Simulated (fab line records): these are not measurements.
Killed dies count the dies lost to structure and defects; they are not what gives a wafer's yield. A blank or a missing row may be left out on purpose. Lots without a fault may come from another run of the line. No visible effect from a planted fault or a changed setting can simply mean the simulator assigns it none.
Struck lot and sound lot, side by side / flow sky130 / 14 out of 708 route steps
Sound: these wafers, L455.1, L455.3, L455.5. Wafers L458.1, L458.3, L458.6 were the ones struck. The cause is given at the end.
For every step that has rows: the tool of each side, followed by ch and its chambers, followed by its first start. Under that, the readings that differ: sound wafers / struck wafers / difference of the means / sigmas: that difference in standard deviations of wafers without a fault.
alike: readings with means less than 2 such deviations apart, plus words and numbers identical on both sides. not compared: withheld readings, readings lacking a value on some wafer, bounds such as >300 that could conceal the same value, and numbers that have no deviation in the record and whose values overlap.
The two part at a step that has a row with sigmas, a row that says differs or no value, or rows on one side only. When numbers do not overlap yet have no deviation, they are printed without sigmas and do not part them. Lack of a reading on every wafer of one side parts them only where that side has two or more wafers.

first, 4 steps without rows for these wafers: SKY_METAL3_STRIP_20 (strips in post etch residue remover, time 1200 s); SKY_METAL3_CLEAN_21 (cleans in IPA, time 180 s); SKY_METAL3_CLEAN_22 (cleans in O3/DIW); SKY_VIA3_HDPCVD_00 (deposits SiO2, target thk 1635 nm, time 272.5 s).
SKY_VIA3_THK_MEAS_01:
  sound: film_metro-02 at day 38 15:39; struck: film_metro-04 at day 39 22:31
  alike: VIA3_HDPCVD_THK
SKY_VIA3_CMP_02: polishes SiO2.
  sound on cmp-02 ch 1,2, day 38 15:43; struck on cmp-02 ch 0,1, day 39 22:43
  alike: motor_current_A
SKY_VIA3_BOW_MEAS_03:
  sound: film_metro-04 at day 38 16:01; struck: film_metro-04 at day 39 23:01
  alike: VIA3_BOW
then, 5 steps without rows for these wafers: SKY_VIA3_DEHYDRATE_04 (time 60 s); SKY_VIA3_HMDS_05 (prime time 60 s); SKY_VIA3_COAT_06 (resist thk 60 nm); SKY_VIA3_COAT_07 (resist thk 450 nm); SKY_VIA3_SOFTBAKE_08 (time 90 s).
SKY_VIA3_EXPOSE_09: exposes mask VIM3, target cd 200 nm.
  sound on krf_scanner-02 ch 0, day 39 05:07; struck on krf_scanner-01, day 40 11:05
  no value came back on the struck wafers for exposure_dose_mJ_cm2, focus_offset_nm (nm), na; on the sound wafers exposure_dose_mJ_cm2 reads 38.01 38.05 37.95
  alike: mask
next, for these wafers, 1 step has no rows: SKY_VIA3_PEB_10.

## WHERE THEY PART
At SKY_VIA3_EXPOSE_09 and nowhere else, as far as this record goes.

WHY: what the simulator had put in
Beginning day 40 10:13, the whole step at SKY_VIA3_EXPOSE_09 was skipped on krf_scanner-01. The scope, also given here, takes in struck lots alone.
